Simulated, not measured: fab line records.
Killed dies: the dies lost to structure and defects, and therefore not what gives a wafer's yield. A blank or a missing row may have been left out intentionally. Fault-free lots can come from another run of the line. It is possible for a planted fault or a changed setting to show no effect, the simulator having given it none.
Comparing a struck lot with a sound one | flow gf180mcu | 16 steps out of a route of 602
Sound: wafers L186.1, L186.2, L186.5. The struck wafers were L197.3, L197.4, L197.5. The cause comes at the end.
Per side, at each step with rows, come the tool, then ch with its chambers, and then its first start. Under that, the readings that differ: sound wafers | struck wafers | difference of the means | sigmas: that difference in standard deviations of wafers without a fault.
alike: words and numbers the same on both sides, and readings whose means are apart by under 2 such deviations; not compared: readings that were withheld, readings missing a value for some wafer, numbers with overlapping values and no deviation given by the record, and bounds like >300 which may hide the same value.
A row with sigmas, a row that says differs or no value, or rows on one side alone: a step with any of these is where the two part. Non-overlapping numbers with no deviation appear without sigmas and do not part them. Lack of a reading on every wafer of one side parts them only where that side has two or more wafers.

GF_POLY_GATE_ETCH_13: etches poly-Si in HBr/Cl2, stops on SiO2, target depth 198.5 nm, time 69.6 s.
  sound on rie-si-02 ch 0,2, day 9 05:57; struck on rie-si-02 ch 2,3, day 12 09:27
  alike: drypump-motor-current-A, he-backside-leak-sccm, oes-product-au, throttle-valve-pct
  not compared: rf-hours-counter-h
GF_POLY_GATE_STRIP_14: strips in O2/N2.
  sound on plasma-asher-03 ch 0,1, day 9 06:00; struck on plasma-asher-04 ch 0,1, day 12 09:32
  alike: drypump-motor-current-A, heater-power-w, oes-product-au
  not compared: rf-hours-counter-h
then, 2 steps without rows for these wafers: GF_POLY_GATE_CLEAN_15 (cleans in SC1/SC2, time 150 s); GF_POLY_GATE_OXIDATION_16 (stabilise 600 s, purge 300 s, target thk 4 nm).
GF_POLY_GATE_THK_MEAS_17:
  struck on film-metro-04, day 12 10:55; sound on film-metro-04, day 9 08:27
  alike: POLY_GATE_OXIDATION_THK
GF_POLY_GATE_CD_MEAS_18:
  struck on cd-sem-02, day 12 11:01; sound on cd-sem-02, day 9 08:31
  alike: cd-nm
then, 6 steps without rows for these wafers: GF_HV_LDD_DEHYDRATE_00 (time 60 s); GF_HV_LDD_HMDS_01 (prime time 60 s); GF_HV_LDD_COAT_02 (resist thk 1000 nm); GF_HV_LDD_SOFTBAKE_03 (time 60 s); GF_HV_LDD_EXPOSE_04 (exposes mask Nplus LV AREA, target cd 400 nm); GF_HV_LDD_PEB_05.
GF_HV_LDD_DEVELOP_06: develop time 60 s.
  sound on litho-track-04 ch 0, day 10 01:37; struck on litho-track-03 ch 0, day 13 05:59
  reading              | sound             | struck            | difference | sigmas
  developer-temp-C (C) | 23.21 23.05 23.10 | 20.51 20.63 20.50 | -2.57      | -26
GF_HV_LDD_CD_MEAS_07: the cd target is 400 nm.
  struck on cd-sem-01, day 13 06:08; sound on cd-sem-02, day 10 01:46
  reading    | sound             | struck            | difference | sigmas
  cd-nm (nm) | 398.7 397.2 398.3 | 405.3 408.5 407.0 | +8.9       | +4
GF_HV_LDD_OVL_MEAS_08:
  struck on overlay-02, day 13 06:13; sound on overlay-02, day 10 01:53
  reading         | sound       | struck         | difference | sigmas
  HV_LDD_OVL (nm) | 0.9 3.5 0.1 | -2.7 -2.4 -1.5 | -3.7       | -3
-- record jumps: 19 days separate the struck wafers' starts on either side; left off in module HV_LDD, taken up again in module PASSIVATION, whose first shown step is the route's number 602 --
GF_PASSIVATION_PROBE_99:
  record: rows for the struck wafers here (prober-01, day 32 06:33), none for the sound ones

== WHERE THEY PART ==
First at GF_HV_LDD_DEVELOP_06; last, within this record, at GF_PASSIVATION_PROBE_99.

WHY: what the simulator had put in
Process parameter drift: litho-track-03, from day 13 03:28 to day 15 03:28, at GF_HV_LDD_DEVELOP_06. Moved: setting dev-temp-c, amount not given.
